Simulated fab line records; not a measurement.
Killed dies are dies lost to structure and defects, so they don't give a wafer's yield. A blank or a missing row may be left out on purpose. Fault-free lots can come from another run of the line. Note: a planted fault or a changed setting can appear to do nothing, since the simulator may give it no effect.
fab line records    flow sky130
record: lots: 13  wafers: 39  last-day: 50
route steps=708 shown VIA2@522 PAD_OPEN@708
lots that met no fault: from a run of the same line without faults
start-h: hours from the record's first day to the start of the lot's first wafer shown    wait-h: how many hours have passed since the lot's step before this one    " identical to the entry in the row above    L1.1+2: one row covering several wafers at once    - no value, or no start was given    * or withheld: withheld    < > ~ a bound
route shown NAME@n: NAME is a module with steps in the file, n the number in the route of the first one    usual: the fault-free wafers' mean and standard deviation    same: alike in all rows    chamber/n: place in a boat    sites: the reading at each site    _std_site: how widely they spread, as a standard deviation    _edge_site: outer sites' mean less inner sites'    radius-mm: how far each site lies from the wafer's centre    mask NAME#n: copy n    behind: the tool/chamber that last shaped the wafer    hold: reason for holding the lot/hours on hold/outcome of the hold    device: transistor that didn't switch, given as n, p or np    end of line: the tests these same wafers got at the end of their route    a step with no rows: only its recipe    killed: dies lost to structure and defects at the first sort, not the wafer's yield    map: a wafer's dies, marking killed ones x, the rest . and places with no die _
set.NAME: the setting that was run; set.NAME@STEP: the one run at that earlier step    model.NAME: the simulator's own value behind a step, which no gauge read
steps of the route over a sample of lots; a table a step, a row a wafer
services: when a tool's chamber went out of use (start-h, in hours from the record's first day, below 0 if earlier), for how many hours, and the reason
== steps ==
step: SKY_VIA2_ETCH_15
recipe: target: SiO2  chemistry: C4F8/O2/Ar  target-depth-nm: 546  stop-on: TiN  mask-material: KrF-thick  source-w: 1500  bias-w: 1200  pressure-mtorr: 40  c4f8-flow-sccm: withheld  O2_flow_sccm: 6  Ar_flow_sccm: 300  time-s: 84
usual: bias-w: 1200/3.7  oes-product-au: 0.939/0.0046
lot.wafer  tool         chamber  start-h  wait-h  bias-w  oes-product-au  rf-hours-counter-h
L551.1     rie-diel-03  0        868.62   0.0     1196    0.946           26
L551.2     "            2        "        "       1200    0.938           13
L551.3     "            1        "        "       1201    0.934           17
L552.2     rie-diel-01  3        872.98   0.0     1196    0.940           11
L552.3     "            1        "        "       1204    0.946           7
L552.6     "            0        "        "       1204    0.932           -
L554.1     rie-diel-01  2        884.37   0.0     1205    0.934           14
L554.2     "            1        "        "       1203    0.939           7
L554.4     "            0        "        "       1201    0.940           9
L555.3     rie-diel-01  3        888.53   0.0     1199    0.936           11
L555.4     "            2        "        "       1199    0.947           15
L555.5     "            2        "        "       1198    0.932           -
L556.3     rie-diel-04  0        915.57   0.0     1205    0.935           10
L556.5     "            3        "        "       1197    0.933           -
L556.6     "            2        "        "       1203    0.937           -
L557.2     rie-diel-01  1        917.58   0.0     1200    0.946           8
L557.5     "            2        "        "       1198    0.930           -
L557.6     "            1        "        "       1201    0.933           -
L558.3     rie-diel-01  3        919.98   0.0     1200    0.941           12
L558.4     "            0        "        "       1201    0.939           10
L558.6     "            2        "        "       1198    0.944           -
L561.4     rie-diel-03  3        934.57   0.0     1197    0.947           20
L561.5     "            3        "        "       1202    0.938           -
L561.6     "            2        "        "       1201    0.947           -
L562.3     rie-diel-04  1        940.28   0.0     1204    0.940           8
L562.5     "            1        "        "       1202    0.933           -
L562.6     "            0        "        "       1193    0.930           -
L566.1     rie-diel-01  1        969.82   0.0     1201    0.930           9
L566.5     "            0        "        "       1200    0.940           -
L566.6     "            1        "        "       1203    0.938           -
L568.1     rie-diel-01  1        982.12   0.0     1196    0.937           10
L568.2     "            2        "        "       1203    0.946           17
L568.6     "            1        "        "       1199    0.947           -
L571.2     rie-diel-03  2        1012.58  0.0     1207    0.941           17
L571.3     "            0        "        "       1889    0.945           3
L571.5     "            0        "        "       1888    0.940           -
L572.1     rie-diel-04  1        1012.77  0.0     1197    0.935           11
L572.2     "            0        "        "       1203    0.932           13
L572.3     "            3        "        "       1198    0.932           13
step: SKY_VIA2_STRIP_16
recipe: chemistry: O2/N2  power-w: 1400  pressure-mtorr: 1500  platen-temp-c: withheld  o2-flow-sccm: 3000  n2-flow-sccm: 300  overash-fraction: 0.5
usual: drypump-motor-current-A: 6.0/0.51  oes-product-au: 0.399/0.0045  strip-time-to-endpoint-s: 4.04/0.032
lot.wafer  tool             chamber  start-h  wait-h  drypump-motor-current-A  oes-product-au  rf-hours-counter-h  strip-time-to-endpoint-s
L551.1     plasma-asher-03  1        868.69   0.0     6.3                      0.403           104                 4.02
L551.2     "                0        "        "       5.2                      0.393           104                 4.01
L551.3     "                1        "        "       6.3                      0.402           -                   4.03
L552.2     plasma-asher-03  1        873.05   0.0     6.3                      0.406           104                 4.04
L552.3     "                1        "        "       6.3                      0.393           -                   4.04
L552.6     "                0        "        "       5.2                      0.394           -                   4.03
L554.1     plasma-asher-04  0        884.44   0.0     6.2                      0.402           14                  4.06
L554.2     "                1        "        "       6.6                      0.398           14                  3.99
L554.4     "                1        "        "       6.7                      0.399           -                   4.03
L555.3     plasma-asher-03  0        888.63   0.1     5.2                      0.402           -                   4.01
L555.4     "                1        "        "       6.3                      0.400           -                   4.06
L555.5     "                1        "        "       6.3                      0.401           -                   4.05
L556.3     plasma-asher-02  0        915.67   0.1     5.6                      0.404           -                   4.06
L556.5     "                1        "        "       5.8                      0.397           -                   4.07
L556.6     "                0        "        "       5.6                      0.394           -                   3.99
L557.2     plasma-asher-02  0        917.64   0.0     5.5                      0.400           48                  4.03
L557.5     "                1        "        "       5.8                      0.391           -                   4.07
L557.6     "                0        "        "       5.6                      0.399           -                   4.04
L558.3     plasma-asher-04  0        920.08   0.1     6.2                      0.389           -                   4.02
L558.4     "                1        "        "       6.7                      0.400           -                   4.03
L558.6     "                1        "        "       6.7                      0.397           -                   4.07
L561.4     plasma-asher-02  0        934.67   0.1     5.6                      0.401           -                   4.07
L561.5     "                1        "        "       5.9                      0.396           -                   4.06
L561.6     "                0        "        "       5.6                      0.401           -                   4.05
L562.3     plasma-asher-03  0        940.38   0.1     5.2                      0.403           -                   4.07
L562.5     "                0        "        "       5.2                      0.399           -                   4.11
L562.6     "                1        "        "       6.3                      0.392           -                   4.05
L566.1     plasma-asher-04  0        969.89   0.0     6.2                      0.402           24                  4.03
L566.5     "                1        "        "       6.7                      0.395           -                   4.00
L566.6     "                0        "        "       6.2                      0.396           -                   4.02
L568.1     plasma-asher-04  1        982.19   0.0     6.7                      0.394           24                  4.01
L568.2     "                0        "        "       6.3                      0.399           24                  4.05
L568.6     "                1        "        "       6.7                      0.396           -                   4.02
L571.2     plasma-asher-02  0        1012.64  0.0     5.6                      0.397           56                  4.02
L571.3     "                1        "        "       5.8                      0.393           -                   3.84
L571.5     "                1        "        "       5.9                      0.397           -                   3.87
L572.1     plasma-asher-03  0        1012.84  0.0     5.2                      0.406           118                 4.11
L572.2     "                1        "        "       6.3                      0.398           118                 4.07
L572.3     "                0        "        "       5.2                      0.399           -                   4.06
step: SKY_PAD_OPEN_PROBE_99
usual: defect-limited-yield: 82.6/1.9  killed_at_M0_to_M3: 43/7.7  killed_at_M4_up: 2.9/1.7  killed-at-contacts: 24/5.5  killed-at-front-end: 15/4  killed-at-other: 0.4/0.66  killed-dies: 86/9.4  killed-open: 47/6.7  killed-short: 38/6.2  sort_bin_3_pad_short: 0.8/0.42  sort_bin_5_function: 10.3/1.5  sort_bin_6_memory: 6.4/1.1  sort-n-pass: 406/9.4  sort-yield-pct: 82.6/1.9
same: gross-dies: 492  killed-at-back-side: 0  sort_bin_4_leakage[%]: 0  sort_bin_8_speed[%]: 0
lot.wafer  tool       chamber  start-h  wait-h  defect-limited-yield[%]  killed_at_M0_to_M3  killed_at_M4_up  killed-at-contacts  killed-at-front-end  killed-at-other  killed-dies  killed-open  killed-short  sort_bin_3_pad_short[%]  sort_bin_5_function[%]  sort_bin_6_memory[%]  sort-n-pass  sort-yield-pct[%]
L557.2     prober-02  -        1131.30  0.1     80.5                     41                  7                29                  19                   0                96           56           39            1.2                      10.4                    7.9                   396          80.5
L557.5     prober-02  -        1131.45  0.2     78.3                     58                  1                32                  15                   1                107          59           48            1.2                      12.4                    8.1                   385          78.3
L557.6     prober-02  -        1131.50  0.2     83.3                     36                  2                25                  19                   0                82           48           33            0.2                      9.6                     6.9                   410          83.3
L561.4     prober-02  -        1144.96  0.2     80.7                     43                  3                23                  25                   1                95           53           42            0.4                      11.4                    7.5                   397          80.7
L561.5     prober-02  -        1145.01  0.2     81.5                     43                  8                22                  18                   0                91           46           44            0.4                      11.4                    6.7                   401          81.5
L561.6     prober-02  -        1145.06  0.2     79.7                     52                  2                28                  18                   0                100          57           43            0.4                      12.4                    7.5                   392          79.7
L568.1     prober-01  -        1177.02  0.1     84.1                     37                  2                18                  21                   0                78           37           41            0.2                      11.8                    3.9                   414          84.1
L568.2     prober-01  -        1177.07  0.1     83.5                     32                  1                33                  15                   0                81           49           31            0.4                      9.6                     6.5                   411          83.5
L568.6     prober-01  -        1177.27  0.2     83.1                     29                  2                31                  21                   0                83           43           40            0                        9.8                     7.1                   409          83.1
killed by level:class
L557.2 VIA1:geometric-particle:open=12 LI_CONTACT:geometric-particle:open=10 CONTACT:geometric-particle:open=8 FIELD_ISO:geometric-particle:open=6 VIA2:geometric-particle:open=6 CONTACT:geometric-particle:short=6 VIA3:geometric-particle:open=6 POLY_GATE:geometric-particle:short=5
L557.5 VIA1:geometric-particle:open=16 VIA3:geometric-particle:open=12 CONTACT:geometric-particle:open=11 LI_CONTACT:geometric-particle:open=10 CONTACT:geometric-particle:short=7 VIA3:geometric-particle:short=6 VIA1:geometric-particle:short=6 METAL2:geometric-particle:short=5
L557.6 LI_CONTACT:geometric-particle:open=10 CONTACT:geometric-particle:open=9 POLY_GATE:geometric-particle:open=7 VIA1:geometric-particle:open=7 METAL1:geometric-particle:short=6 VIA3:geometric-particle:open=6 POLY_GATE:geometric-particle:short=4 METAL2:geometric-particle:short=4
L561.4 VIA1:geometric-particle:open=13 CONTACT:geometric-particle:open=8 POLY_GATE:geometric-particle:open=7 CONTACT:geometric-particle:short=7 FIELD_ISO:geometric-particle:short=6 VIA2:geometric-particle:open=5 VIA1:geometric-particle:short=5 FIELD_ISO:geometric-particle:open=4
L561.5 VIA1:geometric-particle:open=9 VIA3:geometric-particle:open=8 CONTACT:geometric-particle:open=8 FIELD_ISO:geometric-particle:short=6 POLY_GATE:geometric-particle:short=6 METAL4:geometric-particle:short=6 POLY_GATE:geometric-particle:open=5 LI_CONTACT:geometric-particle:open=5
L561.6 VIA1:geometric-particle:open=15 VIA2:geometric-particle:open=10 LI_CONTACT:geometric-particle:open=9 CONTACT:geometric-particle:open=9 CONTACT:geometric-particle:short=6 VIA3:geometric-particle:open=6 POLY_GATE:geometric-particle:short=5 FIELD_ISO:geometric-particle:short=4
L568.1 FIELD_ISO:geometric-particle:open=6 METAL3:geometric-particle:short=6 VIA1:geometric-particle:open=6 VIA3:geometric-particle:open=6 FIELD_ISO:geometric-particle:short=5 POLY_GATE:geometric-particle:short=5 CONTACT:geometric-particle:short=5 METAL1:geometric-particle:short=5
L568.2 CONTACT:geometric-particle:open=14 LI_CONTACT:geometric-particle:open=9 VIA3:geometric-particle:open=6 VIA1:geometric-particle:open=6 POLY_GATE:geometric-particle:open=5 FIELD_ISO:geometric-particle:short=4 METAL1:geometric-particle:short=4 VIA1:geometric-particle:short=4
L568.6 CONTACT:geometric-particle:open=13 CONTACT:geometric-particle:short=8 POLY_GATE:geometric-particle:short=6 FIELD_ISO:geometric-particle:open=5 POLY_GATE:geometric-particle:open=5 METAL1:geometric-particle:short=5 LOCAL_INTERCONNECT:geometric-particle:short=4 VIA3:geometric-particle:open=4
== services ==
tool             chamber  start-h  hours  kind
rie-diel-01      1        845.47   3.0    repair
plasma-asher-04  -        864.92   2.8    pm
plasma-asher-03  -        867.08   1.1    repair
rie-diel-01      -        869.19   0.5    repair
rie-diel-03      0        871.80   -      clean
rie-diel-03      0        871.80   22.1   scheduled-down
rie-diel-03      0        871.80   22.1   vent-cycle
plasma-asher-02  -        883.94   7.5    repair
rie-diel-03      1        895.51   5.1    repair
rie-diel-03      0        900.06   8.6    repair
rie-diel-04      0        901.71   4.2    repair
plasma-asher-03  -        902.67   2.8    pm
rie-diel-03      1        909.86   4.5    repair
rie-diel-03      0        919.37   7.1    repair
plasma-asher-02  -        945.51   14.6   pm
rie-diel-04      3        964.89   4.4    repair
rie-diel-04      0        968.39   3.0    repair
rie-diel-03      -        970.05   15.6   pm
rie-diel-01      -        974.10   0.2    repair
rie-diel-04      0        978.14   6.9    repair
rie-diel-01      -        984.87   0.7    repair
rie-diel-03      0        992.14   5.8    repair
== key ==
first-sign: step: SKY_VIA2_ETCH_15  reading: bias-w  direction: up  sigmas: 99+  usual: 1200  struck: 1888
effect: step: SKY_VIA2_STRIP_16  reading: strip-time-to-endpoint-s  direction: down  sigmas: 5.8  usual: *  struck: *
met-at SKY_VIA2_ETCH_15
struck-lots L571
struck-wafers L571.3,L571.5
onset-between 868.62 1012.58
fault: kind: process-parameter-drift  tool: rie-diel-03  chamber: 0  onset-h: 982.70  steps: SKY_VIA2_ETCH_15  channel: bias-w  offset: 691.31  shape: step  end-h: 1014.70  acts-in: these-recipes-only  stated: 1200
